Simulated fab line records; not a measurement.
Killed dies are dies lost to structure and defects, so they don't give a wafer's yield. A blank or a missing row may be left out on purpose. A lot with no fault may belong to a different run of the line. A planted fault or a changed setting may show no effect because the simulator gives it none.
Code-filled problem report in 8D (eight disciplines) form / flow sky130 / the parts of the form that need people (team, actions taken, sign-off) are left out

## 1. THE PROBLEM
Mean SD_P_TW at SKY_SD_P_TW_MEAS_11: 30 over 6 wafers in 2 lots; fault-free wafers: 2857, standard deviation 23. So: -99 or more standard deviations from the usual mean.
Seen first at day 29 06:58 on film_metro-02, wafer L420.2. At this step, 36 wafers from 12 lots have a number in the record. Rule for "out" (also "out of limits"): further than 4 standard deviations from the usual mean. Any other wafer with a number is counted as sound.

## 2. WHAT IT IS AND WHAT IT IS NOT
question=which readings at this step | is=SD_P_TW | is not=-
question=which lots | is=L420, L422 | is not=L410, L411, L412, L421, L424, L425, L427, L430, L432, L433
question=which wafers of those lots | is=all that have a number | is not=-
question=read on which gauges | is=film_metro-02, film_metro-04 | is not=film_metro-03
question=when | is=from day 29 06:58 | is not=up to then (9 sound wafers); but 21 sound wafers of L421, L424, L425, L427, L430, L432, L433 came after

## 3. SUSPECTS, AND WHAT RULES EACH OUT
Counting: a tool stays on the suspect list if, at a process step up to the reading, it processed all lots that are out and no sound lot following the first of them.
- ruled out: the gauge at SKY_SD_P_TW_MEAS_11. Those wafers that are out were read across 2 gauges (film_metro-02, film_metro-04).
- litho_track-01 at SKY_SD_P_DEVELOP_06 (develop time 60 s): kept. Every lot that is out went through it, starting with L420 (day 29 06:26), and after that it ran no sound lot; the last sound lot it ran before then is L411 (day 25 18:58).
After counting, what remains is litho_track-01 at SKY_SD_P_DEVELOP_06.

## 4. THE CAUSE (what the simulator had put in)
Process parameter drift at SKY_SD_P_DEVELOP_06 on litho_track-01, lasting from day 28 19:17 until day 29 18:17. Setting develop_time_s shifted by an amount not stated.
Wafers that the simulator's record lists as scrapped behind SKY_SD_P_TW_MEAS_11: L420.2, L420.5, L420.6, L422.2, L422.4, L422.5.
Only this tool survived the counting.

## 5. SEQUENCE OF EFFECTS, ordered by route
Each row: a reading whose mean over the struck wafers that have a number lies more than 3 standard deviations from the usual. Scope: only readings with a usual standard deviation given in the record; hours: median across lots of the time from each lot's start at the first step in this table that gives one to its start at this step; sigmas: change in usual standard deviations.
hours=0; step=SKY_SD_P_TW_MEAS_11; reading=SD_P_TW; usual=2857; on struck wafers=30; change=-2827; sigmas=-99 or more
Readings that are blank on the struck wafers while sound wafers have them: cd_nm at SKY_SD_P_CD_MEAS_07; SD_P_OVL at SKY_SD_P_OVL_MEAS_08.

## 6. WHAT WOULD HAVE CAUGHT IT SOONER
The first out-of-limits reading at a measuring or inspecting step in this record came at day 29 06:58, 12 hours after the fault's start at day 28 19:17.
Between SKY_SD_P_DEVELOP_06 and SKY_SD_P_TW_MEAS_11, SKY_SD_P_CD_MEAS_07 gave no cd_nm and SKY_SD_P_OVL_MEAS_08 gave no SD_P_OVL on the struck wafers, where sound wafers have one: a measuring or inspecting step that comes back empty is itself a sign.
Among the 2 lots that are out, L422 began SKY_SD_P_DEVELOP_06 on litho_track-01 after day 29 06:58. A hold on the tool at that time would have spared it.
